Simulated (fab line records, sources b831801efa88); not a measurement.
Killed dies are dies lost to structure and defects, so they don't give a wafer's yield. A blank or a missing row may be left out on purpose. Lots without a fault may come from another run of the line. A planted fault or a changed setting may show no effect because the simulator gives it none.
fab line records | flow sky130
record lots=7 wafers=21 last_day=48
route steps=708 shown FIELD_ISO@30 NWELL@32 DNWELL@35 PWDE@45 PAD_OPEN@708
lots that met no fault: from a run of the same line without faults
start_h: hours from the record's first day to the start of the lot's first wafer shown | wait_h: hours since the lot's step before | " the same as in the row above | L1.1+2: a row that stands for several wafers | - no value, or no start given | * or withheld: withheld | < > ~ a bound
route shown NAME@n: a module of which the file shows steps, and the number in the route of the first | usual: mean/standard deviation of fault-free wafers | same: alike in all rows | chamber/n: place in a boat | sites: the reading at each site | _std_site: their standard deviation | _edge_site: outer sites' mean less inner sites' | radius_mm: how far each site lies from the wafer's centre | mask NAME#n: copy n | behind: the tool/chamber that last shaped the wafer | hold: why the lot was held/for how many hours/how that ended | device: the transistor (n, p or np) that didn't switch | end of line: the same wafers' tests at the end of the route | a step without rows: its recipe alone | killed: dies lost to structure and defects at the first sort, not the wafer's yield | map: a wafer's dies, x killed, . not, _ none there
set.NAME: the setting as run; set.NAME@STEP: as run at that earlier step | model.NAME: the simulator's own value behind a step, which no gauge read
lots at some steps of the route; a table a step, a row a wafer
services: from which hour (start_h, from the record's first day; less than 0 if before it) a tool's chamber was out of use, for how many hours, and why
## steps
# step SKY_FIELD_ISO_WET_ETCH_29
# recipe chemistry=H3PO4 target_depth_nm=160 target=Si3N4 temp_c=160 time_s=1825
# step SKY_FIELD_ISO_WET_ETCH_30
# recipe chemistry=dHF target_depth_nm=25 target=SiO2 dilution=10:1 temp_c=25 time_s=50
# step SKY_NWELL_CLEAN_00
# recipe chemistry=SC1/SC2 mix=1:4:20 temp_c=70 time_s=150 dry=n2_spin
# step SKY_NWELL_OXIDATION_01
# recipe temp_c=900 ambient=O2 stabilise_s=600 purge_s=300 target_thk_a=100 ox_time_s=1418
# step SKY_NWELL_THK_MEAS_02
# recipe reads=SiO2_of_NWELL_OXIDATION_01
# usual NWELL_OXIDATION_THK=10.18/0.2
# columns lot.wafer tool chamber start_h wait_h NWELL_OXIDATION_THK[nm]
L125.1 film_metro-01 - 45.58 0.0 9.97
L125.2 " - " " 10.04
L125.3 " - " " 9.91
L129.1 film_metro-04 - 66.45 0.0 10.19
L129.3 " - " " 10.38
L129.4 " - " " 10.04
L132.1 film_metro-01 - 90.21 0.0 10.46
L132.2 " - " " 10.43
L132.4 " - " " 10.39
L133.2 film_metro-04 - 90.22 0.0 10.30
L133.3 " - " " 10.09
L133.4 " - " " 10.14
L135.1 film_metro-04 - 99.43 0.0 9.85
L135.4 " - " " 9.98
L135.6 " - " " 9.97
L136.1 film_metro-04 - 105.19 0.0 10.34
L136.5 " - " " 10.35
L136.6 " - " " 10.43
L137.1 film_metro-02 - 105.19 0.0 10.18
L137.3 " - " " 10.33
L137.6 " - " " 10.23
# step SKY_DNWELL_DEHYDRATE_00
# recipe temp_c=200 time_s=60
# step SKY_DNWELL_HMDS_01
# recipe prime_time_s=60 prime_temp_c=120
# step SKY_DNWELL_COAT_02
# recipe spin_rpm=2000 resist_thk_nm=3000
# step SKY_DNWELL_SOFTBAKE_03
# recipe temp_c=110 time_s=withheld
# step SKY_DNWELL_EXPOSE_04
# recipe mask_id=DNM na=0.57 target_cd_nm=3000 dose_mj=222
# step SKY_DNWELL_PEB_05
# recipe temp_c=115 time_s=withheld
# step SKY_DNWELL_DEVELOP_06
# recipe wall_angle_deg=90 developer=TMAH develop_time_s=60 dev_temp_c=23
# step SKY_DNWELL_IMPLANT_07
# recipe species=P energy_kev=withheld dose_cm2=withheld tilt_deg=withheld
# usual implant_ion_amu=*
# columns lot.wafer tool chamber start_h wait_h implant_ion_amu
L125.1 implanter-01 0 60.31 - *
L125.2 " 0 " " *
L125.3 " 0 " " *
L129.1 implanter-03 0 82.33 - *
L129.3 " 0 " " *
L129.4 " 0 " " *
L133.2 implanter-04 0 106.53 - *
L133.3 " 0 " " *
L133.4 " 0 " " *
L132.1 implanter-03 0 106.86 - *
L132.2 " 0 " " *
L132.4 " 0 " " *
L135.1 implanter-01 0 116.26 - *
L135.4 " 0 " " *
L135.6 " 0 " " *
L137.1 implanter-03 0 122.93 - *
L137.3 " 0 " " *
L137.6 " 0 " " *
L136.1 implanter-01 0 123.28 - *
L136.5 " 0 " " *
L136.6 " 0 " " *
# step SKY_DNWELL_STRIP_08
# recipe chemistry=O2/N2 power_w=1400 pressure_mtorr=1500 platen_temp_c=withheld o2_flow_sccm=3000 n2_flow_sccm=300 overash_fraction=0.5
# usual drypump_motor_current_A=6.0/0.37 oes_product_au=0.722/0.0047 strip_time_to_endpoint_s=36.92/0.11
# columns lot.wafer tool chamber start_h wait_h drypump_motor_current_A oes_product_au rf_hours_counter_h strip_time_to_endpoint_s
L125.1 plasma_asher-02 1 60.46 0.1 5.6 0.724 38 36.87
L125.2 " 0 " " 5.5 0.724 38 36.96
L125.3 " 0 " " 5.6 0.723 - 36.94
L129.1 plasma_asher-02 1 82.48 0.1 5.6 0.725 41 36.89
L129.3 " 0 " " 5.6 0.720 - 36.88
L129.4 " 1 " " 5.6 0.729 - 36.83
L133.2 plasma_asher-03 0 106.66 0.1 6.5 0.719 29 36.74
L133.3 " 1 " " 6.0 0.718 - 36.69
L133.4 " 0 " " 6.5 0.718 - 36.63
L132.1 plasma_asher-02 0 107.01 0.1 5.6 0.721 43 36.84
L132.2 " 1 " " 5.6 0.725 43 36.84
L132.4 " 1 " " 5.6 0.723 - 36.73
L135.1 plasma_asher-03 0 116.41 0.1 6.5 0.723 30 36.72
L135.4 " 0 " " 6.5 0.731 - 36.72
L135.6 " 0 " " 6.5 0.715 - 36.77
L137.1 plasma_asher-03 0 123.08 0.1 6.5 0.725 31 36.68
L137.3 " 1 " " 6.0 0.723 - 36.67
L137.6 " 1 " " 6.0 0.716 - 36.79
L136.1 plasma_asher-01 1 123.43 0.1 6.2 0.718 1 37.00
L136.5 " 0 " " 5.5 0.724 - 36.91
L136.6 " 1 " " 6.2 0.726 - 36.97
# step SKY_DNWELL_TW_MEAS_09
# usual DNWELL_TW=1120/6.7
# columns lot.wafer tool chamber start_h wait_h DNWELL_TW
L125.1 film_metro-01 - 60.56 0.1 1104
L125.2 " - " " 1108
L125.3 " - " " 1106
L129.1 film_metro-04 - 82.58 0.1 1123
L129.3 " - " " 1114
L129.4 " - " " 1121
L133.2 film_metro-04 - 106.77 0.1 1114
L133.3 " - " " 1115
L133.4 " - " " 1115
L132.1 film_metro-02 - 107.11 0.1 1127
L132.2 " - " " 1132
L132.4 " - " " 1127
L135.1 film_metro-04 - 116.51 0.1 2016
L135.4 " - " " 2018
L135.6 " - " " 2021
L137.1 film_metro-02 - 123.18 0.1 2046
L137.3 " - " " 2047
L137.6 " - " " 2050
L136.1 film_metro-04 - 123.53 0.1 2022
L136.5 " - " " 2029
L136.6 " - " " 2019
# step SKY_PWDE_DEHYDRATE_00
# recipe temp_c=200 time_s=60
# step SKY_PAD_OPEN_PROBE_99
# usual killed_at_M0_to_M3=44/6.8 killed_at_M4_up=3.1/1.8 killed_at_contacts=25/5.2 killed_at_front_end=15/4.1 killed_at_other=0.3/0.62 killed_dies=88/9.4 killed_open=48/7.1 killed_short=40/6.1
# same gross_dies=492 killed_at_back_side=0
# columns lot.wafer tool chamber start_h wait_h killed_at_M0_to_M3 killed_at_M4_up killed_at_contacts killed_at_front_end killed_at_other killed_dies killed_open killed_short
L129.1 prober-02 - 1106.18 0.1 39 5 22 14 0 80 42 38
L129.3 prober-02 - 1106.28 0.2 50 4 28 14 0 96 60 36
L129.4 prober-02 - 1106.33 0.2 46 5 23 9 1 84 43 41
L133.2 prober-01 - 1132.38 0.1 66 3 17 17 1 104 59 45
L133.3 prober-01 - 1132.43 0.2 49 6 20 23 0 98 49 49
L133.4 prober-01 - 1132.48 0.2 43 5 21 21 0 90 48 42
L132.1 prober-02 - 1134.24 0.1 46 3 33 15 0 97 56 41
L132.2 prober-02 - 1134.29 0.1 43 1 33 11 0 88 51 37
L132.4 prober-02 - 1134.39 0.2 59 1 37 19 0 116 66 50
L135.1 prober-02 - 1146.60 0.1 33 2 19 14 0 68 37 31
L135.4 prober-02 - 1146.75 0.2 46 2 22 16 0 86 45 41
L135.6 prober-02 - 1146.85 0.2 50 3 26 13 0 92 48 44
L136.1 prober-01 - 1153.13 0.1 38 7 32 14 0 91 47 44
L136.5 prober-01 - 1153.33 0.2 43 3 17 18 0 81 52 29
L136.6 prober-01 - 1153.38 0.2 48 6 25 15 0 94 46 48
# killed by level:class
L129.1 VIA1:geometric_particle:open=7 VIA3:geometric_particle:open=7 LI_CONTACT:geometric_particle:open=6 CONTACT:geometric_particle:short=6 LOCAL_INTERCONNECT:geometric_particle:short=6 VIA1:geometric_particle:short=6 METAL1:geometric_particle:short=5 METAL2:geometric_particle:short=5
L129.3 CONTACT:geometric_particle:open=12 VIA3:geometric_particle:open=11 VIA1:geometric_particle:open=10 VIA2:geometric_particle:open=10 VIA1:geometric_particle:short=8 FIELD_ISO:geometric_particle:short=5 LOCAL_INTERCONNECT:geometric_particle:short=5 FIELD_ISO:geometric_particle:open=4
L129.4 VIA1:geometric_particle:open=10 CONTACT:geometric_particle:open=8 METAL2:geometric_particle:short=7 LI_CONTACT:geometric_particle:open=6 METAL1:geometric_particle:short=6 METAL4:geometric_particle:short=5 VIA1:geometric_particle:short=5 VIA3:geometric_particle:open=5
L133.2 VIA1:geometric_particle:open=17 METAL1:geometric_particle:short=10 VIA3:geometric_particle:open=9 VIA2:geometric_particle:open=7 CONTACT:geometric_particle:open=6 POLY_GATE:geometric_particle:short=4 METAL2:geometric_particle:open=4 CONTACT:geometric_particle:short=4
L133.3 VIA1:geometric_particle:open=11 FIELD_ISO:geometric_particle:short=9 VIA3:geometric_particle:open=8 CONTACT:geometric_particle:open=7 METAL1:geometric_particle:short=7 VIA2:geometric_particle:open=6 VIA2:geometric_particle:short=6 FIELD_ISO:geometric_particle:open=5
L133.4 VIA1:geometric_particle:open=12 CONTACT:geometric_particle:open=8 VIA1:geometric_particle:short=6 VIA2:geometric_particle:open=6 POLY_GATE:geometric_particle:short=5 FIELD_ISO:geometric_particle:open=4 LI_CONTACT:geometric_particle:open=4 LOCAL_INTERCONNECT:geometric_particle:short=4
L132.1 CONTACT:geometric_particle:open=13 VIA1:geometric_particle:open=11 VIA2:geometric_particle:open=10 LI_CONTACT:geometric_particle:open=8 METAL2:geometric_particle:short=6 POLY_GATE:geometric_particle:open=5 VIA3:geometric_particle:open=5 FIELD_ISO:geometric_particle:short=4
L132.2 CONTACT:geometric_particle:open=14 VIA2:geometric_particle:open=9 LOCAL_INTERCONNECT:geometric_particle:short=7 VIA1:geometric_particle:open=7 VIA3:geometric_particle:open=6 CONTACT:geometric_particle:short=6 METAL1:geometric_particle:short=5 LI_CONTACT:geometric_particle:open=5
L132.4 CONTACT:geometric_particle:open=18 VIA1:geometric_particle:open=12 LI_CONTACT:geometric_particle:open=9 VIA3:geometric_particle:open=9 POLY_GATE:geometric_particle:short=7 VIA3:geometric_particle:short=7 VIA2:geometric_particle:open=6 METAL1:geometric_particle:short=6
L135.1 VIA3:geometric_particle:open=7 FIELD_ISO:geometric_particle:open=6 CONTACT:geometric_particle:open=6 METAL2:geometric_particle:short=6 LI_CONTACT:geometric_particle:open=5 VIA2:geometric_particle:open=5 METAL1:geometric_particle:short=4 FIELD_ISO:geometric_particle:short=3
L135.4 VIA1:geometric_particle:open=14 METAL1:geometric_particle:short=7 CONTACT:geometric_particle:open=6 VIA1:geometric_particle:short=6 LI_CONTACT:geometric_particle:open=5 LOCAL_INTERCONNECT:geometric_particle:short=5 VIA3:geometric_particle:open=5 FIELD_ISO:geometric_particle:open=4
L135.6 VIA1:geometric_particle:open=15 CONTACT:geometric_particle:open=10 METAL2:geometric_particle:short=7 VIA3:geometric_particle:open=7 CONTACT:geometric_particle:short=6 VIA1:geometric_particle:short=5 METAL3:geometric_particle:short=5 POLY_GATE:geometric_particle:short=3
L136.1 CONTACT:geometric_particle:open=10 VIA1:geometric_particle:open=9 CONTACT:geometric_particle:short=9 LI_CONTACT:geometric_particle:open=6 LOCAL_INTERCONNECT:geometric_particle:short=6 VIA3:geometric_particle:open=5 VIA2:geometric_particle:open=5 METAL2:geometric_particle:short=5
L136.5 VIA3:geometric_particle:open=14 VIA1:geometric_particle:open=8 VIA2:geometric_particle:open=8 VIA1:geometric_particle:short=7 POLY_GATE:geometric_particle:short=6 CONTACT:geometric_particle:open=6 LI_CONTACT:geometric_particle:open=6 FIELD_ISO:geometric_particle:open=5
L136.6 CONTACT:geometric_particle:open=10 METAL1:geometric_particle:short=8 VIA1:geometric_particle:open=7 METAL2:geometric_particle:short=7 VIA2:geometric_particle:open=7 LI_CONTACT:geometric_particle:open=6 CONTACT:geometric_particle:short=6 VIA1:geometric_particle:short=6
## services
# columns tool chamber start_h hours kind
implanter-04 - 89.64 1.8 repair
plasma_asher-01 - 108.75 9.0 pm
plasma_asher-01 0 108.75 9.0 vent_cycle
plasma_asher-01 1 108.75 9.0 vent_cycle
implanter-04 - 116.39 30.5 pm
plasma_asher-01 0 117.75 - clean
plasma_asher-01 1 117.75 - clean
plasma_asher-02 - 122.74 14.6 pm
## key
first_sign step=SKY_DNWELL_IMPLANT_07 reading=implant_ion_amu direction=up sigmas=99+ usual=* struck=*
effect step=SKY_DNWELL_TW_MEAS_09 reading=DNWELL_TW direction=up sigmas=99+ usual=1120 struck=2030
met_at SKY_DNWELL_IMPLANT_07
struck_wafers L135.1,L135.4,L135.6,L136.1,L136.5,L136.6,L137.1,L137.3,L137.6
tester_left_out L135,L136,L137
onset_between 106.86 116.26
fault kind=wrong_recipe_download tool=implanter-01,implanter-03,implanter-04 chamber=- onset_h=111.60 steps=SKY_DNWELL_IMPLANT_07 wrong_recipe.not_listed=1
# tester_left_out: of these lots the tester's yield and bins aren't shown, on N5 and GAA mostly nor the transistor test; their killed dies are dies lost to structure and defects alone, not to doping, threshold or leakage, so they don't give the yield
